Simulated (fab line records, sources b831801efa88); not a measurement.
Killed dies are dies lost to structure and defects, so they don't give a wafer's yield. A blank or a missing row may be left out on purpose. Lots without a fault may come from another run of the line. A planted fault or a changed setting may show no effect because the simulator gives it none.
fab line records | flow sky130
record lots=5 wafers=15 last_day=50
route steps=708 shown SD_N@342 SD_P@359 RES_XHIGH@360 SALICIDE@361 LI_CONTACT@362
lots that met no fault: from a run of the same line without faults
start_h: hours from the record's first day to the start of the lot's first wafer shown | wait_h: hours since the lot's step before | " the same as in the row above | L1.1+2: a row that stands for several wafers | - no value, or no start given | * or withheld: withheld | < > ~ a bound
route shown NAME@n: a module of which the file shows steps, and the number in the route of the first | usual: mean/standard deviation of fault-free wafers | same: alike in all rows | chamber/n: place in a boat | sites: the reading at each site | _std_site: their standard deviation | _edge_site: outer sites' mean less inner sites' | radius_mm: how far each site lies from the wafer's centre | mask NAME#n: copy n | behind: the tool/chamber that last shaped the wafer | hold: why the lot was held/for how many hours/how that ended | device: the transistor (n, p or np) that didn't switch | end of line: the same wafers' tests at the end of the route | a step without rows: its recipe alone | killed: dies lost to structure and defects at the first sort, not the wafer's yield | map: a wafer's dies, x killed, . not, _ none there
set.NAME: the setting as run; set.NAME@STEP: as run at that earlier step | model.NAME: the simulator's own value behind a step, which no gauge read
lots at some steps of the route; a table a step, a row a wafer
services: from which hour (start_h, from the record's first day; less than 0 if before it) a tool's chamber was out of use, for how many hours, and why
## steps
# step SKY_SD_N_DEHYDRATE_00
# recipe temp_c=200 time_s=60
# usual exhaust_pa=44.9/0.95 plate_temp_C=200.00/0.17
# columns lot.wafer tool chamber start_h wait_h exhaust_pa plate_temp_C
L078.1 litho_track-04 0 678.49 14.0 47.1 199.91
L078.3 " 0 " " 44.3 200.01
L078.6 " 0 " " 45.4 200.01
L084.3 litho_track-02 0 721.99 12.9 44.5 199.76
L084.5 " 0 " " 44.8 200.05
L084.6 " 0 " " 45.3 199.78
L095.2 litho_track-01 0 802.00 12.7 44.4 200.16
L095.3 " 0 " " 44.4 200.20
L095.4 " 0 " " 44.0 200.25
L096.1 litho_track-04 0 808.74 12.4 43.8 199.80
L096.3 " 0 " " 44.2 200.01
L096.5 " 0 " " 45.7 200.05
L097.1 litho_track-04 0 813.79 12.8 45.4 200.45
L097.2 " 0 " " 45.4 199.99
L097.4 " 0 " " 46.1 200.14
# step SKY_SD_N_HMDS_01
# recipe prime_time_s=60 prime_temp_c=120
# usual exhaust_pa=44.7/1
# columns lot.wafer tool chamber start_h wait_h exhaust_pa
L078.1 litho_track-04 0 678.64 0.1 44.8
L078.3 " 0 " " 45.2
L078.6 " 0 " " 43.5
L084.3 litho_track-02 0 722.14 0.1 42.5
L084.5 " 0 " " 43.7
L084.6 " 0 " " 43.8
L095.2 litho_track-01 0 802.15 0.1 43.2
L095.3 " 0 " " 44.0
L095.4 " 0 " " 43.6
L096.1 litho_track-04 0 808.89 0.1 45.3
L096.3 " 0 " " 44.8
L096.5 " 0 " " 45.0
L097.1 litho_track-04 0 813.94 0.1 44.5
L097.2 " 0 " " 44.7
L097.4 " 0 " " 45.3
# step SKY_SD_N_COAT_02
# recipe resist=NOVOLAK spin_rpm=3000 resist_thk_nm=1140
# usual exhaust_pa=44.9/0.79
# columns lot.wafer tool chamber start_h wait_h exhaust_pa
L078.1 litho_track-04 0 678.79 0.1 45.5
L078.3 " 0 " " 46.2
L078.6 " 0 " " 44.0
L084.3 litho_track-02 0 722.29 0.1 45.2
L084.5 " 0 " " 46.6
L084.6 " 0 " " 45.8
L095.2 litho_track-01 0 802.30 0.1 44.3
L095.3 " 0 " " 45.3
L095.4 " 0 " " 46.0
L096.1 litho_track-04 0 809.04 0.1 45.1
L096.3 " 0 " " 46.1
L096.5 " 0 " " 44.9
L097.1 litho_track-04 0 814.09 0.1 45.5
L097.2 " 0 " " 46.1
L097.4 " 0 " " 44.5
# step SKY_SD_N_SOFTBAKE_03
# recipe temp_c=90 time_s=60 resist=NOVOLAK
# usual exhaust_pa=45.0/0.91 plate_temp_C=90.02/0.12
# columns lot.wafer tool chamber start_h wait_h exhaust_pa plate_temp_C
L078.1 litho_track-04 0 678.94 0.1 44.9 90.02
L078.3 " 0 " " 44.2 89.83
L078.6 " 0 " " 44.8 89.99
L084.3 litho_track-02 0 722.44 0.1 44.7 89.95
L084.5 " 0 " " 44.2 90.01
L084.6 " 0 " " 44.0 90.15
L095.2 litho_track-01 0 802.45 0.1 45.5 89.80
L095.3 " 0 " " 44.2 89.97
L095.4 " 0 " " 44.4 89.90
L096.1 litho_track-04 0 809.19 0.1 44.7 90.05
L096.3 " 0 " " 45.4 90.05
L096.5 " 0 " " 44.3 90.06
L097.1 litho_track-04 0 814.24 0.1 45.6 89.87
L097.2 " 0 " " 45.2 90.00
L097.4 " 0 " " 45.7 90.01
# step SKY_SD_N_EXPOSE_04
# recipe mask_id=NSDM na=0.6 source_shape=conventional sigma_outer=0.6 polarization=unpolarized target_cd_nm=380 dose_mj=141
# columns lot.wafer tool chamber start_h wait_h mask
L078.1+3+6 iline_stepper-02 0 - - NSDM#0
L084.3+5+6 iline_stepper-02 0 - - NSDM#0
L095.2+3+4 iline_stepper-01 0 - - NSDM#0
L096.1+3+5 iline_stepper-02 0 - - NSDM#0
L097.1+2+4 iline_stepper-02 0 - - NSDM#0
# step SKY_SD_N_PEB_05
# recipe temp_c=withheld time_s=* resist=NOVOLAK
# usual exhaust_pa=44.9/0.82
# columns lot.wafer tool chamber start_h wait_h exhaust_pa
L078.1 litho_track-01 0 - - 46.0
L078.3 " 0 " " 45.2
L078.6 " 0 " " 45.5
L084.3 litho_track-02 0 - - 44.8
L084.5 " 0 " " 44.7
L084.6 " 0 " " 44.5
L095.2 litho_track-02 0 - - 44.8
L095.3 " 0 " " 45.1
L095.4 " 0 " " 45.2
L096.1 litho_track-02 0 - - 45.1
L096.3 " 0 " " 44.1
L096.5 " 0 " " 45.8
L097.1 litho_track-01 0 - - 44.6
L097.2 " 0 " " 45.3
L097.4 " 0 " " 44.5
# step SKY_SD_N_DEVELOP_06
# recipe resist=NOVOLAK developer=TMAH develop_time_s=60 dev_temp_c=23
# usual exhaust_pa=45.0/0.98
# columns lot.wafer tool chamber start_h wait_h exhaust_pa
L078.1 litho_track-01 0 692.28 0.1 45.5
L078.3 " 0 " " 44.9
L078.6 " 0 " " 45.8
L084.3 litho_track-02 0 736.14 0.1 45.3
L084.5 " 0 " " 45.7
L084.6 " 0 " " 45.2
L095.2 litho_track-02 0 815.62 0.1 45.4
L095.3 " 0 " " 43.4
L095.4 " 0 " " 43.5
L096.1 litho_track-02 0 822.69 0.1 44.2
L096.3 " 0 " " 45.8
L096.5 " 0 " " 44.6
L097.1 litho_track-01 0 827.63 0.1 44.9
L097.2 " 0 " " 44.4
L097.4 " 0 " " 45.2
# step SKY_SD_N_CD_MEAS_07
# recipe target_cd_nm=380
# usual cd_nm=380.4/2.6
# columns lot.wafer tool chamber start_h wait_h cd_nm
L078.1 cd_sem-01 - 692.43 0.1 377.4
L078.3 " - " " 376.0
L078.6 " - " " 374.8
L084.3 cd_sem-01 - 736.28 0.1 382.1
L084.5 " - " " 386.6
L084.6 " - " " 382.8
L095.2 cd_sem-01 - 815.76 0.1 382.8
L095.3 " - " " 382.5
L095.4 " - " " 381.1
L096.1 cd_sem-01 - 822.84 0.1 381.0
L096.3 " - " " 381.0
L096.5 " - " " 383.0
L097.1 cd_sem-02 - 827.78 0.1 383.6
L097.2 " - " " 380.3
L097.4 " - " " 384.2
# step SKY_SD_N_OVL_MEAS_08
# usual SD_N_OVL=-0.7/1.5
# columns lot.wafer tool chamber start_h wait_h SD_N_OVL[nm]
L078.1 overlay-01 - 692.55 0.1 1.0
L078.3 " - " " -0.1
L078.6 " - " " -0.2
L084.3 overlay-02 - 736.37 0.1 -1.2
L084.5 " - " " -0.6
L084.6 " - " " -0.5
L095.2 overlay-01 - 815.87 0.1 -1.1
L095.3 " - " " -1.8
L095.4 " - " " -0.6
L096.1 overlay-01 - 822.96 0.1 -2.0
L096.3 " - " " -1.7
L096.5 " - " " -2.6
L097.1 overlay-01 - 827.90 0.1 -2.9
L097.2 " - " " -1.6
L097.4 " - " " 1.1
# step SKY_SD_N_IMPLANT_09
# recipe species=As energy_kev=50 dose_cm2=4e+15 tilt_deg=0
# columns lot.wafer tool chamber start_h wait_h
L078.1+3+6 implanter-03 0 692.58 0.0
L084.3+5+6 implanter-04 0 736.45 0.1
L095.2+3+4 implanter-03 0 815.92 0.0
L096.1+3+5 implanter-02 0 823.00 0.0
L097.1+2+4 implanter-02 0 827.93 0.0
# step SKY_SD_N_IMPLANT_10
# recipe species=P energy_kev=20 dose_cm2=1e+14 tilt_deg=0
# columns lot.wafer tool chamber start_h wait_h
L078.1+3+6 implanter-03 0 692.73 0.1
L084.3+5+6 implanter-04 0 736.60 0.1
L095.2+3+4 implanter-03 0 816.07 0.1
L096.1+3+5 implanter-02 0 823.15 0.1
L097.1+2+4 implanter-02 0 828.08 0.1
# step SKY_SD_N_STRIP_11
# recipe chemistry=O2/N2 power_w=1400 pressure_mtorr=1500 platen_temp_c=withheld o2_flow_sccm=3000 n2_flow_sccm=300 overash_fraction=0.5
# usual drypump_motor_current_A=5.4/0.37 oes_product_au=0.527/0.0046 strip_time_to_endpoint_s=22.54/0.041
# columns lot.wafer tool chamber start_h wait_h drypump_motor_current_A oes_product_au rf_hours_counter_h strip_time_to_endpoint_s
L078.1 plasma_asher-01 1 692.88 0.1 5.3 0.528 99 22.58
L078.3 " 1 " " 5.3 0.522 - 22.55
L078.6 " 0 " " 5.4 0.519 - 22.55
L084.3 plasma_asher-03 1 736.73 0.1 6.2 0.526 - 22.49
L084.5 " 0 " " 5.3 0.525 - 22.50
L084.6 " 1 " " 6.2 0.531 - 22.53
L095.2 plasma_asher-04 0 816.20 0.1 5.5 0.531 71 22.54
L095.3 " 0 " " 5.5 0.514 - 22.52
L095.4 " 1 " " 4.9 0.531 - 22.52
L096.1 plasma_asher-03 1 823.30 0.1 6.2 0.527 100 22.55
L096.3 " 0 " " 5.2 0.528 - 22.59
L096.5 " 0 " " 5.2 0.536 - 22.52
L097.1 plasma_asher-04 1 828.23 0.1 4.9 0.525 72 22.46
L097.2 " 0 " " 5.5 0.535 72 22.48
L097.4 " 0 " " 5.5 0.525 - 22.45
# step SKY_SD_N_TW_MEAS_12
# usual SD_N_TW=3933/22
# columns lot.wafer tool chamber start_h wait_h SD_N_TW
L078.1 film_metro-01 - 692.98 0.1 3950
L078.3 " - " " 3939
L078.6 " - " " 3951
L084.3 film_metro-03 - 736.82 0.1 3927
L084.5 " - " " 3951
L084.6 " - " " 3927
L095.2 film_metro-02 - 816.31 0.1 3935
L095.3 " - " " 3928
L095.4 " - " " 3930
L096.1 film_metro-02 - 823.40 0.1 3954
L096.3 " - " " 3961
L096.5 " - " " 3950
L097.1 film_metro-02 - 828.33 0.1 3978
L097.2 " - " " 3944
L097.4 " - " " 3943
# step SKY_SD_N_CLEAN_13
# recipe chemistry=SC1/SC2 mix=1:4:20 temp_c=70 time_s=150 dry=n2_spin
# usual temp_c=70.01/0.13
# columns lot.wafer tool chamber start_h wait_h temp_c
L078.1 wet_bench-04 3 693.04 0.1 69.82
L078.3 " 3 " " 69.88
L078.6 " 3 " " 70.01
L084.3 wet_bench-04 0 736.86 0.0 70.15
L084.5 " 0 " " 69.96
L084.6 " 0 " " 70.11
L095.2 wet_bench-03 2 816.36 0.0 70.16
L095.3 " 2 " " 69.90
L095.4 " 2 " " 70.01
L096.1 wet_bench-03 2 823.46 0.1 69.93
L096.3 " 2 " " 70.05
L096.5 " 2 " " 70.02
L097.1 wet_bench-02 0 828.39 0.1 69.95
L097.2 " 0 " " 70.18
L097.4 " 0 " " 69.88
# step SKY_SD_N_RTA_14
# recipe temp_c=1075 time_s=2 idle_temp_c=650 ramp_up_c_per_s=150 ramp_down_c_per_s=90 ambient=N2
# usual lamp_power_pct=15.73/0.051 wafer_temp_C_max=1077.9/1.4
# columns lot.wafer tool chamber start_h wait_h lamp_power_pct wafer_temp_C_max
L078.1 rtp_anneal-01 0 693.09 0.0 15.72 1076.3
L078.3 " 0 " " 15.73 1080.7
L078.6 " 0 " " 15.78 1076.3
L084.3 rtp_anneal-01 0 736.93 0.0 15.74 1079.3
L084.5 " 0 " " 15.77 1077.3
L084.6 " 0 " " 15.76 1076.5
L095.2 rtp_anneal-02 0 816.42 0.0 15.78 1076.0
L095.3 " 0 " " 15.71 1079.0
L095.4 " 0 " " 15.67 1077.7
L096.1 rtp_anneal-01 0 823.51 0.0 15.76 1077.6
L096.3 " 0 " " 15.74 1077.2
L096.5 " 0 " " 15.76 1082.1
L097.1 rtp_anneal-01 0 828.44 0.0 15.71 1078.4
L097.2 " 0 " " 15.83 1075.8
L097.4 " 0 " " 15.72 1079.4
# step SKY_SD_N_RS_MEAS_16
# recipe thk_meas_gauge=four-point-probe
# usual SD_N_RS=68.50/0.11
# columns lot.wafer tool chamber start_h wait_h SD_N_RS[ohm/sq]
L078.1 film_metro-02 - 693.27 0.1 68.48
L078.3 " - " " 68.37
L078.6 " - " " 68.42
L084.3 film_metro-01 - 737.12 0.1 68.58
L084.5 " - " " 68.42
L084.6 " - " " 68.51
L095.2 film_metro-03 - 816.60 0.1 68.57
L095.3 " - " " 68.49
L095.4 " - " " 68.62
L096.1 film_metro-01 - 823.68 0.1 68.35
L096.3 " - " " 68.39
L096.5 " - " " 68.55
L097.1 film_metro-03 - 828.62 0.1 68.47
L097.2 " - " " 68.69
L097.4 " - " " 68.36
# step SKY_SD_N_RS_MEAS_17
# recipe thk_meas_gauge=four-point-probe
# usual SD_P_RS=147.0/0.34
# columns lot.wafer tool chamber start_h wait_h SD_P_RS[ohm/sq]
L078.1 film_metro-02 - 693.39 0.1 147.0
L078.3 " - " " 146.5
L078.6 " - " " 146.7
L084.3 film_metro-01 - 737.24 0.1 147.1
L084.5 " - " " 147.3
L084.6 " - " " 146.9
L095.2 film_metro-03 - 816.72 0.1 147.2
L095.3 " - " " 146.9
L095.4 " - " " 147.4
L096.1 film_metro-01 - 823.80 0.1 146.4
L096.3 " - " " 146.6
L096.5 " - " " 147.2
L097.1 film_metro-03 - 828.74 0.1 146.7
L097.2 " - " " 147.1
L097.4 " - " " 146.7
# step SKY_SD_N_RS_MEAS_18
# recipe thk_meas_gauge=four-point-probe
# usual RES_XHIGH_RS=333.2/1.2
# columns lot.wafer tool chamber start_h wait_h RES_XHIGH_RS[ohm/sq]
L078.1 film_metro-02 - 693.51 0.1 332.5
L078.3 " - " " 333.3
L078.6 " - " " 332.8
L084.3 film_metro-01 - 737.36 0.1 334.4
L084.5 " - " " 334.2
L084.6 " - " " 335.5
L095.2 film_metro-03 - 816.84 0.1 334.7
L095.3 " - " " 336.0
L095.4 " - " " 334.4
L096.1 film_metro-01 - 823.92 0.1 333.0
L096.3 " - " " 332.6
L096.5 " - " " 332.7
L097.1 film_metro-03 - 828.86 0.1 333.0
L097.2 " - " " 333.2
L097.4 " - " " 332.3
# step SKY_SALICIDE_CLEAN_00
# recipe chemistry=HF-last time_s=30 dilution=100:1 dry=ipa_marangoni
# columns lot.wafer tool chamber start_h wait_h
L078.1+3+6 wet_bench-04 3 693.63 0.1
L084.3+5+6 wet_bench-02 1 737.44 0.1
L095.2+3+4 wet_bench-02 2 816.94 0.1
L096.1+3+5 wet_bench-04 3 824.04 0.1
L097.1+2+4 wet_bench-04 0 828.98 0.1
# step SKY_LI_CONTACT_HDPCVD_00
# recipe material=PSG target_thk_nm=930 sigma_open_frac=0.3 time_s=155 temp_c=600 sih4_flow_sccm=60 pressure_mtorr=6
# usual sih4_flow_sccm=60.00/0.17
# columns lot.wafer tool chamber start_h wait_h sih4_flow_sccm
L078.1 hdpcvd-02 0 693.64 0.0 59.77
L078.3 " 1 " " 59.77
L078.6 " 2 " " 59.83
L084.3 hdpcvd-01 1 737.50 0.0 60.07
L084.5 " 0 " " 60.08
L084.6 " 1 " " 59.73
L095.2 hdpcvd-01 0 816.96 0.0 59.81
L095.3 " 2 " " 60.08
L095.4 " 0 " " 60.15
L096.1 hdpcvd-01 2 824.06 0.0 60.04
L096.3 " 1 " " 60.14
L096.5 " 2 " " 60.03
L097.1 hdpcvd-02 2 828.99 0.0 59.98
L097.2 " 1 " " 60.01
L097.4 " 2 " " 59.96
# step SKY_LI_CONTACT_THK_MEAS_01
# recipe reads=PSG_of_LI_CONTACT_HDPCVD_00
# usual LI_CONTACT_HDPCVD_THK=930/9
# columns lot.wafer tool chamber start_h wait_h LI_CONTACT_HDPCVD_THK[nm]
L078.1 film_metro-03 - 693.75 0.1 933
L078.3 " - " " 940
L078.6 " - " " 937
L084.3 film_metro-01 - 737.63 0.1 934
L084.5 " - " " 918
L084.6 " - " " 944
L095.2 film_metro-01 - 817.07 0.1 927
L095.3 " - " " 918
L095.4 " - " " 923
L096.1 film_metro-02 - 824.16 0.1 935
L096.3 " - " " 930
L096.5 " - " " 941
L097.1 film_metro-03 - 829.15 0.1 916
L097.2 " - " " 928
L097.4 " - " " 924
# step SKY_LI_CONTACT_CMP_02
# recipe material=PSG down_force_psi=4 platen_rpm=60 pad_velocity_m_s=0.94248
# usual motor_current_A=11.6/1.2 retaining_ring_pressure_frac=1.000/0.0053 time_to_endpoint_s=32/3.1
# columns lot.wafer tool chamber start_h wait_h motor_current_A retaining_ring_pressure_frac time_to_endpoint_s
L078.1 cmp-02 1 693.91 0.1 10.9 1.004 33
L078.3 " 2 " " 12.8 1.007 29
L078.6 " 3 " " 11.2 1.007 35
L084.3 cmp-02 0 738.05 0.4 9.7 0.993 31
L084.6 " 1 " " 11.3 1.002 33
L084.5 " 2 " " 12.2 1.001 28
L095.3 cmp-02 2 817.17 0.1 13.0 1.001 26
L095.4 " 3 " " 10.9 0.988 31
L095.2 " 0 " " 10.2 1.001 28
L096.3 cmp-02 1 824.32 0.1 11.4 1.002 31
L096.1 " 2 " " 12.8 1.000 29
L096.5 " 3 " " 11.2 0.998 35
L097.4 cmp-02 2 829.44 0.2 12.8 0.998 25
L097.1 " 3 " " 11.3 1.001 32
L097.2 " 0 " " 10.2 1.001 32
# step SKY_LI_CONTACT_BOW_MEAS_03
# recipe mode=bow
# usual LI_CONTACT_BOW=54/6.5
# columns lot.wafer tool chamber start_h wait_h LI_CONTACT_BOW[um]
L078.1 film_metro-01 - 694.11 0.1 49
L078.3 " - " " 44
L078.6 " - " " 63
L084.3 film_metro-01 - 738.24 0.1 56
L084.5 " - " " 53
L084.6 " - " " 59
L095.2 film_metro-02 - 817.44 0.1 54
L095.3 " - " " 57
L095.4 " - " " 65
L096.1 film_metro-02 - 824.52 0.1 58
L096.3 " - " " 52
L096.5 " - " " 46
L097.1 film_metro-01 - 829.69 0.1 61
L097.2 " - " " 64
L097.4 " - " " 49
# step SKY_LI_CONTACT_DEHYDRATE_04
# recipe temp_c=200 time_s=60
# usual exhaust_pa=44.9/0.89 plate_temp_C=199.98/0.16
# columns lot.wafer tool chamber start_h wait_h exhaust_pa plate_temp_C
L078.1 litho_track-03 0 707.51 13.4 45.8 200.10
L078.3 " 0 " " 45.4 200.26
L078.6 " 0 " " 44.6 200.31
L084.3 litho_track-04 0 751.14 12.9 44.6 199.94
L084.5 " 0 " " 43.3 199.61
L084.6 " 0 " " 43.9 199.59
L095.2 litho_track-04 0 830.07 12.6 45.7 199.83
L095.3 " 0 " " 45.2 199.70
L095.4 " 0 " " 45.7 199.90
L096.1 litho_track-03 0 836.71 12.2 45.6 199.90
L096.3 " 0 " " 44.9 199.95
L096.5 " 0 " " 44.9 199.88
L097.1 litho_track-03 0 841.66 12.0 44.3 200.24
L097.2 " 0 " " 44.9 200.40
L097.4 " 0 " " 44.5 200.32
# step SKY_LI_CONTACT_HMDS_05
# recipe prime_time_s=60 prime_temp_c=120
# usual exhaust_pa=45.1/0.85
# columns lot.wafer tool chamber start_h wait_h exhaust_pa
L078.1 litho_track-03 0 707.66 0.1 45.3
L078.3 " 0 " " 45.2
L078.6 " 0 " " 46.0
L084.3 litho_track-04 0 751.29 0.1 44.2
L084.5 " 0 " " 44.7
L084.6 " 0 " " 46.2
L095.2 litho_track-04 0 830.22 0.1 47.7
L095.3 " 0 " " 45.8
L095.4 " 0 " " 45.6
L096.1 litho_track-03 0 836.86 0.1 45.4
L096.3 " 0 " " 43.9
L096.5 " 0 " " 44.8
L097.1 litho_track-03 0 841.81 0.1 45.5
L097.2 " 0 " " 45.5
L097.4 " 0 " " 46.9
# step SKY_LI_CONTACT_COAT_06
# recipe resist=BARC temp_c=withheld time_s=withheld spin_rpm=3000 resist_thk_nm=60
# usual exhaust_pa=44.7/0.83
# columns lot.wafer tool chamber start_h wait_h exhaust_pa
L078.1 litho_track-03 0 707.81 0.1 43.9
L078.3 " 0 " " 44.6
L078.6 " 0 " " 44.5
L084.3 litho_track-04 0 751.44 0.1 44.7
L084.5 " 0 " " 44.8
L084.6 " 0 " " 45.2
L095.2 litho_track-04 0 830.37 0.1 44.6
L095.3 " 0 " " 44.7
L095.4 " 0 " " 43.9
L096.1 litho_track-03 0 837.01 0.1 45.3
L096.3 " 0 " " 46.1
L096.5 " 0 " " 45.6
L097.1 litho_track-03 0 841.96 0.1 44.5
L097.2 " 0 " " 46.0
L097.4 " 0 " " 44.1
# step SKY_LI_CONTACT_COAT_07
# recipe resist=KrF-thick spin_rpm=3000 resist_thk_nm=450
# usual exhaust_pa=45.0/0.99
# columns lot.wafer tool chamber start_h wait_h exhaust_pa
L078.1 litho_track-03 0 - - 45.1
L078.3 " 0 " " 45.7
L078.6 " 0 " " 46.8
L084.3 litho_track-04 0 - - 44.2
L084.5 " 0 " " 44.7
L084.6 " 0 " " 46.2
L095.2 litho_track-04 0 - - 45.7
L095.3 " 0 " " 45.1
L095.4 " 0 " " 45.2
L096.1 litho_track-03 0 - - 45.5
L096.3 " 0 " " 45.2
L096.5 " 0 " " 45.0
L097.1 litho_track-03 0 - - 45.1
L097.2 " 0 " " 43.2
L097.4 " 0 " " 44.6
# step SKY_LI_CONTACT_SOFTBAKE_08
# recipe temp_c=100 time_s=90 resist=KrF-thick
# usual exhaust_pa=45.0/0.96 plate_temp_C=99.98/0.13
# columns lot.wafer tool chamber start_h wait_h exhaust_pa plate_temp_C
L078.1 litho_track-03 0 - - 45.6 99.97
L078.3 " 0 " " 45.5 99.83
L078.6 " 0 " " 47.1 99.67
L084.3 litho_track-04 0 - - 44.2 100.03
L084.5 " 0 " " 44.4 100.01
L084.6 " 0 " " 44.3 99.99
L095.2 litho_track-04 0 - - 45.8 99.94
L095.3 " 0 " " 46.0 99.92
L095.4 " 0 " " 44.8 99.85
L096.1 litho_track-03 0 - - 43.6 100.14
L096.3 " 0 " " 44.4 100.13
L096.5 " 0 " " 44.4 99.91
L097.1 litho_track-03 0 - - 43.9 100.01
L097.2 " 0 " " 46.0 100.07
L097.4 " 0 " " 45.8 100.02
# step SKY_LI_CONTACT_EXPOSE_09
# recipe mask_id=LICM1 na=0.8 source_shape=annular sigma_inner=0.55 sigma_outer=0.85 target_cd_nm=170 dose_mj=38
# columns lot.wafer tool chamber start_h wait_h mask
L078.1+3+6 krf_scanner-02 0 - - LICM1#0
L084.3+5+6 krf_scanner-01 0 - - LICM1#0
L095.2+3+4 krf_scanner-01 0 - - LICM1#0
L096.1+3+5 krf_scanner-02 0 - - LICM1#0
L097.1+2+4 krf_scanner-02 0 - - LICM1#0
# step SKY_LI_CONTACT_PEB_10
# recipe peb_temp_c=withheld peb_time_s=withheld resist=KrF-thick
# usual exhaust_pa=45.0/0.93
# columns lot.wafer tool chamber start_h wait_h exhaust_pa
L078.1 litho_track-03 0 - - 45.1
L078.3 " 0 " " 43.2
L078.6 " 0 " " 45.2
L084.3 litho_track-02 0 - - 45.4
L084.5 " 0 " " 44.2
L084.6 " 0 " " 44.4
L095.2 litho_track-04 0 - - 43.5
L095.3 " 0 " " 44.6
L095.4 " 0 " " 45.2
L096.1 litho_track-04 0 - - 46.2
L096.3 " 0 " " 46.9
L096.5 " 0 " " 45.3
L097.1 litho_track-04 0 - - 43.5
L097.2 " 0 " " 44.1
L097.4 " 0 " " 44.6
# step SKY_LI_CONTACT_DEVELOP_11
# recipe develop_time_s=60 resist=KrF-thick dev_temp_c=21
# usual exhaust_pa=45.0/0.83
# columns lot.wafer tool chamber start_h wait_h exhaust_pa
L078.1 litho_track-03 0 - - 43.8
L078.3 " 0 " " 46.1
L078.6 " 0 " " 44.6
L084.3 litho_track-02 0 - - 46.7
L084.5 " 0 " " 45.9
L084.6 " 0 " " 44.7
L095.2 litho_track-04 0 - - 45.5
L095.3 " 0 " " 46.5
L095.4 " 0 " " 46.2
L096.1 litho_track-04 0 - - 45.9
L096.3 " 0 " " 44.9
L096.5 " 0 " " 44.8
L097.1 litho_track-04 0 - - 46.4
L097.2 " 0 " " 45.8
L097.4 " 0 " " 44.5
# step SKY_LI_CONTACT_CD_MEAS_12
# recipe target_cd_nm=170
# usual cd_nm=170.0/1.4
# columns lot.wafer tool chamber start_h wait_h cd_nm
L078.1 cd_sem-02 - 722.11 - 169.1
L078.3 " - " " 169.9
L078.6 " - " " 168.7
L084.3 cd_sem-01 - 765.78 - 169.2
L084.5 " - " " 169.6
L084.6 " - " " 168.5
L095.2 cd_sem-02 - 843.66 - 171.3
L095.3 " - " " 171.7
L095.4 " - " " 170.0
L096.1 cd_sem-01 - 851.19 - 169.8
L096.3 " - " " 170.9
L096.5 " - " " 168.5
L097.1 cd_sem-01 - 855.59 - 169.0
L097.2 " - " " 170.3
L097.4 " - " " 168.6
# step SKY_LI_CONTACT_OVL_MEAS_13
# usual LI_CONTACT_OVL=6/5.4
# columns lot.wafer tool chamber start_h wait_h LI_CONTACT_OVL[nm]
L078.1 overlay-01 - 722.23 0.1 2
L078.3 " - " " 2
L078.6 " - " " 6
L084.3 overlay-01 - 765.87 0.1 2
L084.5 " - " " 8
L084.6 " - " " -2
L095.2 overlay-02 - 843.77 0.1 5
L095.3 " - " " 4
L095.4 " - " " 7
L096.1 overlay-02 - 851.31 0.1 -1
L096.3 " - " " 4
L096.5 " - " " 2
L097.1 overlay-02 - 855.71 0.1 17
L097.2 " - " " 12
L097.4 " - " " 17
# step SKY_LI_CONTACT_ETCH_14
# recipe chemistry=N2/H2 target=BARC ion_energy_ev=200 source_w=500 bias_w=100 pressure_mtorr=30 n2_flow_sccm=100 h2_flow_sccm=200 stop_on=SiO2 time_s=45.9 target_depth_a=600
# usual bias_w=100.05/0.28 drypump_motor_current_A=5.8/0.45 oes_product_au=0.855/0.0047 rf_fwd_power_W=494.5/2.3 throttle_valve_pct=13.227/0.009
# columns lot.wafer tool chamber start_h wait_h bias_w drypump_motor_current_A oes_product_au rf_fwd_power_W rf_hours_counter_h throttle_valve_pct
L078.1 rie_diel-03 1 722.27 0.0 99.94 5.7 0.856 497.9 6 13.229
L078.3 " 0 " " 99.85 5.3 0.854 490.6 14 13.251
L078.6 " 0 " " 99.45 5.3 0.853 491.5 - 13.204
L084.3 rie_diel-03 3 765.90 0.0 99.80 6.2 0.853 494.6 8 13.234
L084.5 " 2 " " 99.71 6.2 0.852 494.1 - 13.227
L084.6 " 3 " " 100.10 6.2 0.853 494.0 - 13.230
L095.2 rie_diel-04 3 843.80 0.0 99.80 6.0 0.852 496.0 6 13.228
L095.3 " 0 " " 100.08 5.8 0.854 492.1 12 13.233
L095.4 " 1 " " 100.42 5.2 0.851 496.2 9 13.250
L096.1 rie_diel-01 2 851.35 0.0 100.70 6.2 0.847 494.7 16 13.213
L096.3 " 3 " " 100.16 5.1 0.859 493.8 20 13.238
L096.5 " 3 " " 100.33 5.1 0.851 493.9 - 13.219
L097.1 rie_diel-04 2 855.75 0.0 99.61 6.2 0.850 494.2 2 13.236
L097.2 " 0 " " 99.95 5.8 0.850 493.7 13 13.222
L097.4 " 1 " " 100.19 5.2 0.854 499.7 9 13.225
# step SKY_LI_CONTACT_ETCH_15
# recipe target=PSG chemistry=C4F8/O2/Ar stop_on=Si taper_deg=4.15 mask_material=KrF-thick source_w=1500 bias_w=1200 pressure_mtorr=40 c4f8_flow_sccm=withheld O2_flow_sccm=6 Ar_flow_sccm=300 time_s=withheld target_depth_a=6000
# usual bias_w=1200/3.7 oes_product_au=0.837/0.0054 rf_fwd_power_W=1492/5.3
# columns lot.wafer tool chamber start_h wait_h bias_w oes_product_au rf_fwd_power_W
L078.1 rie_diel-03 1 722.31 0.0 1199 0.843 1493
L078.3 " 0 " " 1197 0.832 1485
L078.6 " 0 " " 1195 0.824 1487
L084.3 rie_diel-03 3 765.94 0.0 1196 0.832 1490
L084.5 " 2 " " 1203 0.842 1495
L084.6 " 3 " " 1191 0.849 1486
L095.2 rie_diel-04 3 843.84 0.0 1203 0.829 1494
L095.3 " 0 " " 1201 0.835 1493
L095.4 " 1 " " 1197 0.842 1495
L096.1 rie_diel-01 2 851.39 0.0 1201 0.836 1492
L096.3 " 3 " " 1200 0.833 1492
L096.5 " 3 " " 1203 0.849 1492
L097.1 rie_diel-04 2 855.79 0.0 1200 0.832 1490
L097.2 " 0 " " 1196 0.836 1491
L097.4 " 1 " " 1199 0.832 1500
## services
# columns tool chamber start_h hours kind
rie_diel-04 2 673.12 32.8 repair
implanter-03 - 675.19 2.0 repair
wet_bench-04 - 677.35 12.1 repair
krf_scanner-02 - 726.03 0.8 pm
implanter-02 - 726.13 1.8 repair
iline_stepper-02 - 728.25 2.1 pm
rie_diel-04 3 728.49 32.6 repair
rie_diel-03 1 736.29 36.8 repair
cmp-02 - 744.00 4.0 pm
implanter-02 - 746.69 2.8 pm
krf_scanner-02 - 750.60 1.0 pm
implanter-03 - 755.23 1.4 repair
implanter-02 - 755.35 5.0 repair
cmp-02 - 756.33 7.5 pm
cmp-02 - 775.60 3.1 repair
krf_scanner-02 - 777.53 1.8 repair
hdpcvd-01 0 795.22 7.3 repair
krf_scanner-02 - 795.59 1.3 pm
iline_stepper-02 - 827.41 6.9 repair
implanter-03 - 834.98 0.6 repair
rie_diel-03 2 844.20 5.2 repair
cmp-02 - 846.09 0.5 repair
rie_diel-03 1 846.24 2.2 repair
rie_diel-03 - 849.36 14.6 pm
## key
fault none
